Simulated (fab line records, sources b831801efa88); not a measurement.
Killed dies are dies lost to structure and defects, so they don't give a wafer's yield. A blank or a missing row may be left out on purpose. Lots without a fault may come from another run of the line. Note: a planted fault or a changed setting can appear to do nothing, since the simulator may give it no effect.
Struck lot and sound lot, side by side | flow gf180mcu | 37 steps out of a route of 602
Sound: the wafers L782.3, L782.5, L782.6. Wafers L785.1, L785.2, L785.6 were the ones struck. At the end, the cause is stated.
Per side, at each step with rows, come the tool, then ch with its chambers, and then its first start. Under that, the readings that differ: sound wafers | struck wafers | difference of the means | sigmas: that difference in standard deviations of wafers without a fault.
alike: readings with means less than 2 such deviations apart, plus words and numbers identical on both sides. not compared: withheld readings, readings lacking a value on some wafer, bounds such as >300 that could conceal the same value, and numbers that have no deviation in the record and whose values overlap.
The two part at a step that has a row with sigmas, a row that says differs or no value, or rows on one side only. Numbers that don't overlap but have no deviation are shown without sigmas and don't part them. A reading missing from all wafers of one side parts the sides only when that side holds two or more wafers.

first, 2 steps without rows for these wafers: GF_M4_PEB_12 (peb time 90 s); GF_M4_DEVELOP_13 (develop time 60 s).
GF_M4_CD_MEAS_14: the cd target is 280 nm.
  sound on cd_sem-02, day 26 07:34; struck on cd_sem-01, day 27 03:21
  alike: cd_nm
GF_M4_OVL_MEAS_15:
  sound on overlay-01, day 26 07:40; struck on overlay-01, day 27 03:28
  alike: M4_OVL
GF_M4_METAL_ETCH_16: etches the open film in Cl2/BCl3, stops on SiO2, target depth 627.5 nm, time 104.6 s.
  sound on rie_metal-01 ch 0,1, day 26 07:43; struck on rie_metal-04 ch 0,1, day 27 03:30
  alike: drypump_motor_current_A, oes_product_au, throttle_valve_pct
  not compared: rf_hours_counter_h
GF_M4_STRIP_17: strips in O2/N2.
  sound on plasma_asher-01 ch 0,1, day 26 07:50; struck on plasma_asher-01 ch 0,1, day 27 03:37
  alike: drypump_motor_current_A, heater_power_w, oes_product_au, strip_time_to_endpoint_s
  not compared: rf_hours_counter_h
then, 3 steps without rows for these wafers: GF_M4_STRIP_18 (strips in post etch residue remover, time 1200 s); GF_M4_CLEAN_19 (cleans in DIW); GF_V4_CVD_00 (deposits SiO2, target thk 600 nm, time 100 s).
GF_V4_THK_MEAS_01:
  sound on film_metro-03, day 26 08:25; struck on film_metro-03, day 27 04:15
  alike: V4_CVD_00_THK
then, 1 step without rows for these wafers: GF_V4_CVD_02 (deposits SiO2 from TEOS, target thk 850 nm, time 94.851 s).
GF_V4_THK_MEAS_03:
  sound on film_metro-04, day 26 08:33; struck on film_metro-04, day 27 04:23
  alike: V4_CVD_02_THK
GF_V4_CMP_04: polishes SiO2.
  sound on cmp-01 ch 2,3, day 26 08:38; struck on cmp-02 ch 0,1,2, day 27 04:32
  reading                             | sound             | struck        | difference | sigmas
  time_to_endpoint_s (s)              | 74 74 82          | 17 19 25      | -56        | -11
  model.SiO2_of_V4_CVD_02.thk_nm (nm) | 631.5 631.4 631.7 | 791 789.3 791 | +159       |
  alike: motor_current_A
GF_V4_BOW_MEAS_05:
  sound on film_metro-04, day 26 08:56; struck on film_metro-03, day 27 04:44
  alike: V4_BOW
then, 8 steps without rows for these wafers: GF_V4_DEHYDRATE_06 (time 60 s); GF_V4_HMDS_07 (prime time 60 s); GF_V4_COAT_08; GF_V4_COAT_09 (resist thk 1000 nm); GF_V4_SOFTBAKE_10 (time 60 s); GF_V4_EXPOSE_11 (exposes mask Via4, target cd 260 nm); GF_V4_PEB_12 (peb time 90 s); GF_V4_DEVELOP_13 (develop time 60 s).
GF_V4_CD_MEAS_14: the cd target is 260 nm.
  sound on cd_sem-01, day 27 05:08; struck on cd_sem-02, day 28 01:24
  alike: cd_nm
GF_V4_OVL_MEAS_15:
  sound on overlay-01, day 27 05:14; struck on overlay-02, day 28 01:31
  alike: V4_OVL
then, 1 step without rows for these wafers: GF_V4_ETCH_16 (etches BARC in N2/H2).
GF_V4_ETCH_17: etches SiO2 in C4F8/O2/Ar, stops on TiN, target depth 630 nm.
  sound on rie_diel-03 ch 0,1; struck on rie_diel-04 ch 1,2
  reading                        | sound             | struck            | difference | sigmas
  oes_product_au (a.u.)          | 0.850 0.856 0.851 | 0.975 0.977 0.972 | +0.122     | +25
  model.V4.feature_depth_nm (nm) | 631.5 631.4 631.7 | 791 789.3 791     | +159       |
  model.etch.depth_nm (nm)       | 631.5 631.4 631.7 | 791 789.3 791     | +159       |
then, 3 steps without rows for these wafers: GF_V4_STRIP_18 (strips in O2/N2); GF_V4_STRIP_19 (strips in post etch residue remover, time 1200 s); GF_V4_CLEAN_20 (cleans in DIW).
GF_V4_SPUTTER_21: material Ti, target thk 15 nm, time 80.02 s.
  sound on pvd_sputter-03, day 27 05:56; struck on pvd_sputter-01, day 28 02:13
  alike: cathode_dc_power_W, throttle_valve_pct
then, 1 step without rows for these wafers: GF_V4_SPUTTER_22 (material TiN, target thk 10 nm, time 40 s).
GF_V4_CVD_23: deposits W, target thk 350 nm, time 104.9 s.
  sound on cvd_w-02 ch 0,1, day 27 06:05; struck on cvd_w-02 ch 0,1, day 28 02:19
  alike: heater_power_w
GF_V4_RS_MEAS_24: measurement is done with a four-point probe.
  sound on film_metro-03, day 27 06:12; struck on film_metro-01, day 28 02:26
  alike: V4_W_RS
GF_V4_THK_MEAS_25: measures by xrf.
  sound on film_metro-03, day 27 06:18; struck on film_metro-01, day 28 02:33
  alike: V4_W_THK
GF_V4_CMP_26: polishes, stops on SiO2, t overpolish 15 s, target thk 0 nm.
  sound on cmp-02 ch 2,3, day 27 06:26; struck on cmp-01 ch 2,3, day 28 02:37
  reading                             | sound             | struck            | difference | sigmas
  model.SiO2_of_V4_CVD_02.thk_nm (nm) | 627.7 627.6 627.9 | 787.2 785.5 787.2 | +158.9     |
  alike: motor_current_A
GF_MIM_SPUTTER_00: material Ti, target thk 37.5 nm, time 150 s.
  sound on pvd_sputter-03, day 27 06:44; struck on pvd_sputter-02, day 28 02:55
  alike: cathode_dc_power_W, throttle_valve_pct
-- the record jumps here: 4 days lie between the struck wafers' starts before and after (it left off in module MIM and takes up again in module PASSIVATION, whose first step shown is number 602 of the route) --
GF_PASSIVATION_PROBE_99:
  sound on prober-02, day 31 13:23; struck on prober-01, day 32 07:06
  reading                               | sound                | struck              | difference | sigmas
  model.etest.via4_chain.rc_ohm         | 6.638 6.384 6.664    | 9.112 10.85 11.69   | +3.989     |
  model.etest.met5_comb.leak_log10_a_um | -12.02 -12.07 -12.02 | -10.01 -10.5 -11.04 | +1.52      |

== WHERE THEY PART ==
First at GF_V4_CMP_04; last, within this record, at GF_V4_ETCH_17. Later steps at which nothing parts them and some readings are alike: GF_V4_SPUTTER_21, GF_V4_CVD_23, GF_V4_RS_MEAS_24, GF_V4_THK_MEAS_25, GF_V4_CMP_26, GF_MIM_SPUTTER_00.

WHY: the cause the simulator had injected
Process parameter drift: cmp-02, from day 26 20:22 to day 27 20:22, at GF_V4_CMP_04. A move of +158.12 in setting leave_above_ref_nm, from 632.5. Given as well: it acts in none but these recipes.
